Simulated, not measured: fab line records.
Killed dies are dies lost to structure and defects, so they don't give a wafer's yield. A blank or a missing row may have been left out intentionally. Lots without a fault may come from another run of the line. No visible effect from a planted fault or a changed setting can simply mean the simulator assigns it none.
Which tool did it? -- flow gf180mcu -- 24 lots with 72 wafers sampled at 5 steps, on a route of 602 steps

WHAT THE GAUGES READ, wafer by wafer
GF_V3_CD_MEAS_14: target cd 260 nm. Usual: cdNm 260.0 nm, standard deviation 1.3.
lot,measured,on,cdNm (nm),flag
L074,day 22 06:55,cdSem-01,259.8 260.1 258.9,
L075,day 22 16:14,cdSem-01,260.5 260.9 261.1,
L076,day 22 18:07,cdSem-02,259.3 259.4 259.3,
L077,day 23 09:31,cdSem-02,260.1 259.6 260.2,
L078,day 24 02:16,cdSem-02,260.0 260.1 259.0,
L079,day 24 14:25,cdSem-02,258.4 259.2 258.1,
L080,day 24 15:22,cdSem-01,257.2 258.0 257.8,
L083,day 25 20:26,cdSem-01,261.0 260.7 260.8,
L081,day 25 21:23,cdSem-01,261.6 261.2 260.9,
L082,day 25 21:46,cdSem-01,259.3 259.1 259.6,
L084,day 26 13:17,cdSem-02,260.7 260.6 260.3,
L085,day 26 16:28,cdSem-01,260.7 260.5 260.7,
L086,day 26 16:51,cdSem-01,259.6 259.4 259.3,
L088,day 26 23:25,cdSem-01,259.7 260.3 260.3,
L087,day 26 23:47,cdSem-01,259.0 259.3 258.5,
L091,day 27 14:46,cdSem-01,259.2 260.1 259.8,
L089,day 27 18:50,cdSem-01,261.3 261.6 261.5,
L090,day 27 19:32,cdSem-01,259.0 259.7 258.8,
L092,day 28 01:33,cdSem-01,258.1 258.4 258.3,
L093,day 28 07:47,cdSem-02,261.5 261.7 262.2,
L094,day 28 09:28,cdSem-01,259.8 260.2 260.1,
L095,day 28 17:56,cdSem-01,260.0 261.4 261.5,
L096,day 28 23:23,cdSem-02,260.4 259.0 259.5,
L097,day 29 07:40,cdSem-02,263.5 261.9 263.3,

GF_M4_OVL_MEAS_15. Usual: M4_OVL 1 nm, standard deviation 4.6.
lot,measured,on,M4_OVL (nm),flag
L074,day 23 07:52,overlay-02,-4 6 3,
L075,day 23 15:55,overlay-01,7 1 1,
L076,day 23 18:15,overlay-02,3 -1 0,
L077,day 24 09:41,overlay-01,0 -2 1,
L078,day 25 01:34,overlay-01,0 -6 8,
L079,day 25 13:00,overlay-02,-1 -4 1,
L080,day 25 13:53,overlay-02,-5 4 5,
L083,day 26 18:13,overlay-02,-2 8 6,
L081,day 26 19:33,overlay-01,3 0 1,
L082,day 26 19:55,overlay-01,-1 0 3,
L084,day 27 09:32,overlay-02,2 2 0,
L085,day 27 13:45,overlay-01,-1 -1 -2,
L086,day 27 14:19,overlay-02,6 4 5,
L088,day 27 20:34,overlay-02,-1 3 -1,
L087,day 27 21:19,overlay-02,6 3 3,
L091,day 28 12:02,overlay-02,4 3 -1,
L089,day 28 16:13,overlay-01,3 0 -1,
L090,day 28 16:28,overlay-02,7 9 11,
L092,day 28 21:56,overlay-01,0 4 4,
L093,day 29 04:31,overlay-01,-10 -5 -5,
L094,day 29 06:43,overlay-02,-1 1 1,
L095,day 29 14:17,overlay-02,3 3 5,
L096,day 29 19:29,overlay-01,-7 -12 1,
L097,day 30 03:40,overlay-01,6 2 -1,

WHAT TOOL EACH LOT RAN ON (gives the tool, then ch and the chambers of the sampled wafers, and finally the start)
lot,GF_V2_SPUTTER_21,GF_V3_SPUTTER_21,GF_V3_CVD_23
L074,"pvdSputter-01, day 20 05:17","pvdSputter-02, day 22 07:44","cvdW-02 ch 0, day 22 07:50"
L075,"pvdSputter-04, day 20 15:24","pvdSputter-02, day 22 17:04","cvdW-01 ch 0,1, day 22 17:10"
L076,"pvdSputter-03, day 20 16:58","pvdSputter-02, day 22 18:56","cvdW-01 ch 0,1, day 22 19:02"
L077,"pvdSputter-03, day 21 09:50","pvdSputter-02, day 23 10:17","cvdW-02 ch 0,1, day 23 10:25"
L078,"pvdSputter-04, day 22 02:31","pvdSputter-01, day 24 03:07","cvdW-02 ch 0,1, day 24 03:13"
L079,"pvdSputter-01, day 22 16:28","pvdSputter-03, day 24 15:16","cvdW-02 ch 0,1, day 24 15:22"
L080,"pvdSputter-01, day 22 17:25","pvdSputter-01, day 24 16:11","cvdW-01 ch 0,1, day 24 16:17"
L083,"pvdSputter-04, day 23 22:52","pvdSputter-02, day 25 21:16","cvdW-01 ch 0,1, day 25 21:22"
L081,"pvdSputter-03, day 23 23:54","pvdSputter-01, day 25 22:14","cvdW-02 ch 0,1, day 25 22:21"
L082,"pvdSputter-01, day 24 00:46","pvdSputter-03, day 25 22:34","cvdW-01 ch 0,1, day 25 22:40"
L084,"pvdSputter-04, day 24 17:31","pvdSputter-01, day 26 14:09","cvdW-02 ch 0,1, day 26 14:16"
L085,"pvdSputter-03, day 24 19:54","pvdSputter-02, day 26 17:16","cvdW-02 ch 0,1, day 26 17:22"
L086,"pvdSputter-04, day 24 20:28","pvdSputter-01, day 26 17:37","cvdW-01 ch 1, day 26 17:49"
L088,"pvdSputter-04, day 25 03:24","pvdSputter-01, day 27 00:14","cvdW-01 ch 0,1, day 27 00:20"
L087,"pvdSputter-03, day 25 05:04","pvdSputter-03, day 27 00:34","cvdW-02 ch 0,1, day 27 00:40"
L091,"pvdSputter-03, day 25 20:44","pvdSputter-01, day 27 15:32","cvdW-01 ch 0, day 27 15:45"
L089,"pvdSputter-04, day 26 01:12","pvdSputter-01, day 27 19:40","cvdW-02 ch 0,1, day 27 19:46"
L090,"pvdSputter-03, day 26 01:31","pvdSputter-03, day 27 20:23","cvdW-01 ch 0,1, day 27 20:31"
L092,"pvdSputter-01, day 26 07:47","pvdSputter-03, day 28 02:21","cvdW-01 ch 0,1, day 28 02:29"
L093,"pvdSputter-04, day 26 14:50","pvdSputter-03, day 28 08:37","cvdW-01 ch 0,1, day 28 08:43"
L094,"pvdSputter-04, day 26 16:07","pvdSputter-03, day 28 10:19","cvdW-01 ch 0,1, day 28 10:25"
L095,"pvdSputter-01, day 27 00:58","pvdSputter-02, day 28 18:42","cvdW-02 ch 0,1, day 28 18:50"
L096,"pvdSputter-01, day 27 06:20","pvdSputter-01, day 29 00:13","cvdW-02 ch 0,1, day 29 00:19"
L097,"pvdSputter-04, day 27 15:09","pvdSputter-01, day 29 08:48","cvdW-01 ch 0,1, day 29 08:54"
- GF_V2_SPUTTER_21: material Ti, target thk 15 nm, time 80.02 s.
- GF_V3_SPUTTER_21: material Ti, target thk 15 nm, time 80.02 s.
- GF_V3_CVD_23: deposits W, target thk 350 nm, time 104.9 s.

WHAT THE TOOLS THEMSELVES READ (means of the sampled wafers that have a number; where no wafer has one, the mark that the record gives instead)
GF_V2_SPUTTER_21. Usual: throttleValvePct 30.1 %, standard deviation 0.87.
lot,tool,throttleValvePct (%),flag
L074,pvdSputter-01,30.7,
L075,pvdSputter-04,29.5,
L076,pvdSputter-03,29.9,
L077,pvdSputter-03,29.9,
L078,pvdSputter-04,29.5,
L079,pvdSputter-01,30.8,
L080,pvdSputter-01,31.6,
L083,pvdSputter-04,29.6,
L081,pvdSputter-03,30.3,
L082,pvdSputter-01,30.5,
L084,pvdSputter-04,29.3,
L085,pvdSputter-03,30.3,
L086,pvdSputter-04,29.6,
L088,pvdSputter-04,29.2,
L087,pvdSputter-03,29.9,
L091,pvdSputter-03,30.2,
L089,pvdSputter-04,29.2,
L090,pvdSputter-03,30.1,
L092,pvdSputter-01,30.5,
L093,pvdSputter-04,29.4,
L094,pvdSputter-04,29.4,
L095,pvdSputter-01,31.3,
L096,pvdSputter-01,31.4,
L097,pvdSputter-04,29.4,

GF_V3_SPUTTER_21. Usual: throttleValvePct 30.2 %, standard deviation 1.2.
lot,tool,throttleValvePct (%),flag
L074,pvdSputter-02,27.7,
L075,pvdSputter-02,29.4,
L076,pvdSputter-02,29.3,
L077,pvdSputter-02,29.0,
L078,pvdSputter-01,30.8,
L079,pvdSputter-03,30.3,
L080,pvdSputter-01,30.6,
L083,pvdSputter-02,28.8,
L081,pvdSputter-01,31.2,
L082,pvdSputter-03,29.9,
L084,pvdSputter-01,30.8,
L085,pvdSputter-02,28.7,
L086,pvdSputter-01,31.2,
L088,pvdSputter-01,31.2,
L087,pvdSputter-03,29.9,
L091,pvdSputter-01,31.0,
L089,pvdSputter-01,31.2,
L090,pvdSputter-03,30.4,
L092,pvdSputter-03,30.1,
L093,pvdSputter-03,29.9,
L094,pvdSputter-03,30.5,
L095,pvdSputter-02,29.3,
L096,pvdSputter-01,30.9,
L097,pvdSputter-01,30.0,

GF_V3_CVD_23. Usual: heaterPowerW 846 W, standard deviation 82.
lot,tool,heaterPowerW (W),flag
L074,cvdW-02,815,
L075,cvdW-01,919,
L076,cvdW-01,887,
L077,cvdW-02,835,
L078,cvdW-02,826,
L079,cvdW-02,833,
L080,cvdW-01,899,
L083,cvdW-01,900,
L081,cvdW-02,829,
L082,cvdW-01,819,
L084,cvdW-02,833,
L085,cvdW-02,814,
L086,cvdW-01,951,
L088,cvdW-01,894,
L087,cvdW-02,829,
L091,cvdW-01,743,
L089,cvdW-02,837,
L090,cvdW-01,839,
L092,cvdW-01,815,
L093,cvdW-01,896,
L094,cvdW-01,827,
L095,cvdW-02,817,
L096,cvdW-02,824,
L097,cvdW-01,915,

THE ANSWER, worked out from the rows above alone
Rule: a lot is off if the mean of its wafers that have a number lies more than 3 standard deviations from the usual mean. A lot without any number at a reading at which 4 lots or more have one is off too. Where the step has rows for the other lots, those lots are counted as sound. After the gauges, taken in route order, come the tools' own readings; for these a lot's mean is taken, as printed above. The first step at which some lot is off is used, and at that step the reading that is off furthest; a lot without a number counts as furthest.
No lot is off at any reading shown: from this, nothing can be told.

WHAT THE SIMULATOR HAD INSERTED
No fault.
